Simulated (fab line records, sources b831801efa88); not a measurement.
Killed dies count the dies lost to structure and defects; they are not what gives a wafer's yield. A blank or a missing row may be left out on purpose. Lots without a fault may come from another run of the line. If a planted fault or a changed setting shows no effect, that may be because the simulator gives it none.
A struck lot beside a sound one + flow sky130 + 17 out of 708 route steps
Sound: these wafers, L443.1, L443.2, L443.3. The struck wafers were L446.1, L446.2, L446.5. The cause is given at the end.
For every step that has rows: the tool of each side, followed by ch and its chambers, followed by its first start. Under that, the readings that differ: sound wafers + struck wafers + difference of the means + sigmas: that difference in standard deviations of wafers without a fault.
alike: same words and numbers on both sides, and readings whose means sit less than 2 such deviations apart. not compared: any withheld reading, any reading some wafer has no value for, any bound like >300 that may hide the same value, and any number with overlapping values for which the record gives no deviation.
The two part at a step that has a row with sigmas, a row that says differs or no value, or rows on one side only. When numbers do not overlap yet have no deviation, they are printed without sigmas and do not part them. A reading missing from all wafers of one side parts the sides only when that side holds two or more wafers.

SKY_LDD_HVN_OVL_MEAS_07:
  sound: overlay-02 at day 20 17:05; struck: overlay-01 at day 22 00:38
  alike: LDD_HVN_OVL
then, 1 step without rows for these wafers: SKY_LDD_HVN_IMPLANT_08.
SKY_LDD_HVN_STRIP_09: strips in O2/N2.
  sound on plasma asher-02 ch 0,1, day 20 17:16; struck on plasma asher-01 ch 0,1, day 22 00:49
  alike: drypump motor current A, n2 flow sccm, o2 flow sccm, oes product au, strip time to endpoint s
  not compared: rf hours counter h
SKY_LDD_HVN_TW_MEAS_10:
  sound: film metro-01 at day 20 17:22; struck: film metro-01 at day 22 00:55
  alike: LDD_HVN_TW
then, 7 steps without rows for these wafers: SKY_LDD_HVP_DEHYDRATE_00 (time 60 s); SKY_LDD_HVP_HMDS_01 (prime time 60 s); SKY_LDD_HVP_COAT_02 (resist thk 300 nm); SKY_LDD_HVP_SOFTBAKE_03 (time 60 s); SKY_LDD_HVP_EXPOSE_04 (exposes mask HVPTM, target cd 700 nm); SKY_LDD_HVP_PEB_05; SKY_LDD_HVP_DEVELOP_06 (develop time 60 s).
SKY_LDD_HVP_OVL_MEAS_07:
  sound: overlay-01 at day 21 23:31; struck: overlay-02 at day 23 07:49
  alike: LDD_HVP_OVL
SKY_LDD_HVP_IMPLANT_08:
  sound on implanter-03 ch 0, day 21 23:33; struck on implanter-03 ch 0, day 23 07:51
| reading            | sound                | struck            | difference | sigmas      |
|--------------------|----------------------|-------------------|------------|-------------|
| tilt deg (degrees) | 17.908 17.917 17.905 | 0.001 0.031 0.027 | -17.890    | -99 or more |
  alike: faraday current uA
SKY_LDD_HVP_STRIP_09: strips in O2/N2.
  sound on plasma asher-01 ch 0,1, day 21 23:42; struck on plasma asher-01 ch 0,1, day 23 08:00
  alike: drypump motor current A, n2 flow sccm, o2 flow sccm, oes product au, strip time to endpoint s
  not compared: rf hours counter h
SKY_LDD_HVP_TW_MEAS_10:
  sound: film metro-01 at day 21 23:48; struck: film metro-03 at day 23 08:06
| reading    | sound       | struck      | difference | sigmas |
|------------|-------------|-------------|------------|--------|
| LDD_HVP_TW | 461 457 458 | 416 418 417 | -42        | -8     |
then, 1 step without rows for these wafers: SKY_LDD_LDN_DEHYDRATE_00 (time 60 s).
-- here the record skips 24 days between the struck wafers' starts before and after, leaving off in module LDD_LDN and picking up in module PAD_OPEN (first step shown: number 708 of the route) --
SKY_PAD_OPEN_PROBE_99:
  sound: prober-02 at day 46 03:17; struck: prober-01 at day 47 07:20
| reading                        | sound          | struck         | difference | sigmas |
|--------------------------------|----------------|----------------|------------|--------|
| model.etest.tip_p_5v.rs ohm sq | 2840 2852 2866 | 2717 2716 2692 | -144       |        |
  alike: killed_at_M0_to_M3, killed_at_M4_up, killed at contacts, killed at front end, killed at other, killed dies, killed open, killed short

## WHERE THEY PART
At SKY_LDD_HVP_IMPLANT_08 first; at SKY_LDD_HVP_TW_MEAS_10 last (within this record only). Later steps at which nothing parts them and some readings are alike: SKY_PAD_OPEN_PROBE_99.

WHY: what the simulator had put in
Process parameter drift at SKY_LDD_HVP_IMPLANT_08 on implanter-03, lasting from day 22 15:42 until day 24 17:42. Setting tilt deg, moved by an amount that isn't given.
